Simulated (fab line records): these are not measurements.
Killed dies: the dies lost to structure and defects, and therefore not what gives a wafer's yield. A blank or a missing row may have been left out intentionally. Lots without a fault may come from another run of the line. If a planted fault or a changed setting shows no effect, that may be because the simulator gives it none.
Chamber matching | flow sfq-line | SFQ_TRILAYER_I4_VIA_BARC_OPEN_VIA_ETCH_146 on rie-diel-02 has 4 sister chambers
The step etches BARC in O2, target depth 125 nm, time 41.7 s. 14 wafers are shown with their chamber, then 7 later ones without.

== WAFERS WITH THEIR CHAMBER ==
wafer  | chamber | chamber-pressure-mTorr (mTorr) | oes-product-au (a.u.)
L853.1 | 3       | 29.966                         | 0.686
L853.3 | 3       | 30.004                         | 0.683
L853.4 | 1       | 29.968                         | 0.683
L854.1 | 0       | 29.991                         | 0.685
L854.2 | 3       | 30.002                         | 0.682
L854.5 | 2       | 29.992                         | 0.675
L856.3 | 2       | 30.053                         | 0.691
L856.4 | 3       | 29.971                         | 0.684
L856.6 | 3       | 30.022                         | 0.682
L857.1 | 2       | 30.014                         | 0.682
L857.2 | 3       | 30.004                         | 0.683
L857.3 | 1       | 30.014                         | 0.679
L859.2 | 3       | 29.989                         | 0.685
L859.3 | 1       | 29.952                         | 0.690

SIGNATURES, as means of the wafers listed above
reading                | chamber 0 | chamber 1 | chamber 2 | chamber 3 | scatter within a chamber
chamber-pressure-mTorr | 29.99100  | 29.97800  | 30.01967  | 29.99400  | 0.0252
oes-product-au         | 0.68500   | 0.68400   | 0.68267   | 0.68357   | 0.00452
Rule: for a wafer and a chamber, the distance is found by dividing, reading by reading, the gap between the wafer's reading and the chamber's mean by the reading's scatter, squaring, summing and taking the root. The wafer belongs to the nearest chamber; if the next one is less than 2 further off, it can't be placed. The scatter is the square root of a quotient: the sum, over the shown wafers, of each reading's squared deviation from its chamber's mean, divided by wafers minus chambers.

== WAFERS WITHOUT THEIR CHAMBER ==
wafer  | chamber-pressure-mTorr (mTorr) | oes-product-au (a.u.)
L859.6 | 29.976                         | 0.679
L870.3 | 30.024                         | 0.684
L870.4 | 29.981                         | 0.681
L870.6 | 30.012                         | 0.690
L873.3 | 29.991                         | 0.690
L873.4 | 30.033                         | 0.682
L873.5 | 29.998                         | 0.679

== EACH ONE'S CHAMBER ==
wafer  | from the rows above               | in truth
L859.6 | can't be placed: 1 or 3 or 0 or 2 | 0
L870.3 | can't be placed: 2 or 3 or 0 or 1 | 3
L870.4 | can't be placed: 1 or 3 or 0 or 2 | 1
L870.6 | can't be placed: 0 or 3 or 2 or 1 | 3
L873.3 | can't be placed: 0 or 1 or 3 or 2 | 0
L873.4 | can't be placed: 2 or 3 or 0 or 1 | 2
L873.5 | can't be placed: 3 or 2 or 0 or 1 | 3
Placed correctly: 0 of 7. Can't be placed from these rows: 7 (the true chamber is among the candidates in 7). Placed wrongly: 0.
